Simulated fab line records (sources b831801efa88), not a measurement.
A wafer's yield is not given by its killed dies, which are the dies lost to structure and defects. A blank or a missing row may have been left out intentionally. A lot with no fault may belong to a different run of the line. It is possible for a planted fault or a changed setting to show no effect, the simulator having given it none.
Chamber matching / flow sky130 / 4 sister chambers for SKY_FIELD_ISO_CMP_27 on cmp-01
The step polishes, stops on Si3N4, t overpolish 16 s, target thk 457.8 nm. 8 wafers are shown with their chamber, then 6 later ones without.

WAFERS, EACH WITH ITS CHAMBER
wafer=L826.4; chamber=3; motor current A (A)=10.8; time to endpoint s (s)=111
wafer=L828.1; chamber=0; motor current A (A)=8.6; time to endpoint s (s)=111
wafer=L828.6; chamber=1; motor current A (A)=13.2; time to endpoint s (s)=106
wafer=L829.2; chamber=2; motor current A (A)=12.9; time to endpoint s (s)=113
wafer=L829.3; chamber=1; motor current A (A)=12.6; time to endpoint s (s)=109
wafer=L829.4; chamber=3; motor current A (A)=10.0; time to endpoint s (s)=110
wafer=L831.3; chamber=2; motor current A (A)=12.8; time to endpoint s (s)=112
wafer=L831.5; chamber=0; motor current A (A)=8.5; time to endpoint s (s)=113

WAFERS WITHOUT THEIR CHAMBER
wafer=L831.6; motor current A (A)=13.2; time to endpoint s (s)=109
wafer=L836.3; motor current A (A)=8.8; time to endpoint s (s)=114
wafer=L836.5; motor current A (A)=12.0; time to endpoint s (s)=116
wafer=L836.6; motor current A (A)=12.8; time to endpoint s (s)=111
wafer=L838.3; motor current A (A)=12.7; time to endpoint s (s)=118
wafer=L838.4; motor current A (A)=13.0; time to endpoint s (s)=112

WHICH CHAMBER EACH WENT THROUGH
wafer=L831.6; from the rows above=can't be placed: 1 or 2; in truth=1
wafer=L836.3; from the rows above=0; in truth=0
wafer=L836.5; from the rows above=2; in truth=2
wafer=L836.6; from the rows above=can't be placed: 2 or 1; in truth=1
wafer=L838.3; from the rows above=2; in truth=2
wafer=L838.4; from the rows above=2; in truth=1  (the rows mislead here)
Correctly placed: 3 of 6. These rows do not allow placing 2 (true chamber among the candidates in 2). 1 placed wrongly.
How it was worked out, from the rows above alone: a wafer's distance from a chamber is the root of the sum, over the readings, of the square of ((its reading less the chamber's mean) divided by the reading's scatter). The wafer belongs to the nearest chamber; if the next one is less than 2 further off, it can't be placed. For every chamber, the mean is computed from those of its wafers that are shown. The scatter: the root of (the sum of the squares of (reading less its chamber's mean) over the shown wafers, divided by (wafers less chambers)).
